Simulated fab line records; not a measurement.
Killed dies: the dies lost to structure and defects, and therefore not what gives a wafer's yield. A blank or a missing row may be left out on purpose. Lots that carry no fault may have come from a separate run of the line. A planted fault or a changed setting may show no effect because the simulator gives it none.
2 desks, one fault / flow sky130 / only its own numbers are on each desk; what lay behind them is given at the end

## METROLOGY DESK
Means of the sampled wafers that have a number, per lot and without regard to the tool the lot ran on: this is what the gauges read. The brackets show how far a lot's mean lies from the usual mean; more than 4 standard deviations puts the lot out of limits, marked OUT.
Columns: A = cd_nm at SKY_CONTACT_CD_MEAS_14, usual 170.0 nm; B = METAL1_ALCU_RS at SKY_METAL1_RS_MEAS_05, usual 0.1274 ohm/sq; C = METAL1_ALCU_THK at SKY_METAL1_THK_MEAS_06, usual 248 nm
lot=L666; first seen here=day 33 22:32; A=170.2; B=0.1282; C=247
lot=L670; first seen here=day 33 23:12; A=171.3; B=0.0701 (-34) OUT; C=445 (+52) OUT
lot=L669; first seen here=day 34 00:56; A=169.1; B=0.0696 (-34) OUT; C=450 (+53) OUT
lot=L671; first seen here=day 34 06:56; A=168.9; B=0.1258; C=250
lot=L673; first seen here=day 35 16:10; A=168.4; B=0.1260; C=253
lot=L674; first seen here=day 35 21:44; A=172.5; B=0.1260; C=250
lot=L678; first seen here=day 36 04:05; A=169.5; B=0.1288; C=247
lot=L677; first seen here=day 36 05:17; A=169.3; B=0.1296; C=243
lot=L681; first seen here=day 37 04:22; A=170.0; B=0.1285; C=243
lot=L683; first seen here=day 37 15:19; A=168.9; B=0.1276; C=249
Finding of this desk: L669, L670 out of limits, first seen on L670 at day 34 00:58 (METAL1_ALCU_RS at SKY_METAL1_RS_MEAS_05). L666, L671, L673, L674, L678, L677, L681, L683: within limits.

## DESK OF THE TOOL OWNER: pvd_sputter-02
The tool's own readings at SKY_METAL1_SPUTTER_02 (material AlCu, target thk 250 nm, time 13.3 s): means of the sampled wafers that have a number, for each lot that ran on this tool. The brackets show how far a lot's mean lies from the usual mean; more than 4 standard deviations puts the lot out of limits, marked OUT.
Columns: A = throttle_valve_pct at SKY_METAL1_SPUTTER_02, usual 30.2 %
lot=L670; first seen here=day 34 00:50; A=30.3
lot=L669; first seen here=day 34 02:35; A=30.6
Result from this desk: across the 2 lots, nothing is out of limits.

## PUT TOGETHER
Metrology desk: alarm possible at day 34 00:58 on L669, L670.
The desk of the tool owner found nothing out of limits.
Tool owner's desk: L669, L670 on record, inside its limits.
Every lot named ran SKY_METAL1_SPUTTER_02 on pvd_sputter-02.

## WHAT THE SIMULATOR HAD INSERTED
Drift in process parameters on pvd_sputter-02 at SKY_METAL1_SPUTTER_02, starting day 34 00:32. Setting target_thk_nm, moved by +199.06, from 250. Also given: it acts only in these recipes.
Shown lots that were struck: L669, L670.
Hours from the fault's start to each desk's first reading out of limits: the metrology desk, 0.
